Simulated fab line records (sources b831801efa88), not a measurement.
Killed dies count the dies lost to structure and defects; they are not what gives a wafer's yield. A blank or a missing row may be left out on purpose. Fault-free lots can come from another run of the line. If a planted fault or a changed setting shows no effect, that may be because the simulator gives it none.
Chamber matching | flow gf180mcu | 4 sister chambers for GF_SAB_ETCH_11 on rie diel-02
The step etches SiO2 in C4F8/O2/Ar, target depth 55 nm, time 8.5 s. 14 wafers are shown with their chamber, then 7 later ones without.

WAFERS WITH THEIR CHAMBER
wafer  | chamber | oes product au (a.u.) | bias w (W)
L737.2 | 0       | 0.999                 | 1198
L737.3 | 1       | 0.990                 | 1203
L737.6 | 0       | 1.003                 | 1203
L741.1 | 0       | 0.995                 | 1192
L741.3 | 3       | 1.013                 | 1193
L741.4 | 2       | 0.987                 | 1198
L743.1 | 1       | 1.002                 | 1200
L743.4 | 2       | 0.988                 | 1201
L743.6 | 0       | 0.987                 | 1204
L744.3 | 3       | 1.002                 | 1200
L744.4 | 0       | 0.995                 | 1198
L744.6 | 1       | 1.000                 | 1201
L746.1 | 1       | 1.000                 | 1201
L746.3 | 0       | 0.987                 | 1200

SIGNATURES, as means of the wafers listed above
reading        | chamber 0 | chamber 1 | chamber 2 | chamber 3 | scatter within a chamber
oes product au | 0.99433   | 0.99800   | 0.98750   | 1.00750   | 0.00595
bias w         | 1199.17   | 1201.25   | 1199.50   | 1196.50   | 3.56
Rule: distance of a wafer from a chamber = root of the sum over the readings of ((wafer's reading minus chamber's mean) / reading's scatter) squared. The wafer belongs to the nearest chamber; if the next one is less than 2 further off, it can't be placed. The scatter: the root of (the sum of the squares of (reading less its chamber's mean) over the shown wafers, divided by (wafers less chambers)).

WAFERS WITHOUT THEIR CHAMBER
wafer  | oes product au (a.u.) | bias w (W)
L746.4 | 0.998                 | 1197
L755.2 | 0.972                 | 1203
L755.3 | 1.004                 | 1198
L755.6 | 0.995                 | 1200
L757.1 | 1.001                 | 1197
L757.2 | 1.010                 | 1202
L757.6 | 0.992                 | 1194

EACH ONE'S CHAMBER
wafer  | from the rows above               | in truth
L746.4 | can't be placed: 0 or 1 or 3 or 2 | 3
L755.2 | can't be placed: 2 or 0 or 1      | 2
L755.3 | can't be placed: 3 or 1 or 0      | 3
L755.6 | can't be placed: 0 or 1 or 2      | 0
L757.1 | can't be placed: 3 or 0 or 1 or 2 | 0
L757.2 | can't be placed: 3 or 1 or 0      | 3
L757.6 | can't be placed: 0 or 2 or 1 or 3 | 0
Correctly placed: 0 of 7. Not placeable from these rows: 7 (in 7, the candidates include the true chamber). Placed wrongly: 0.
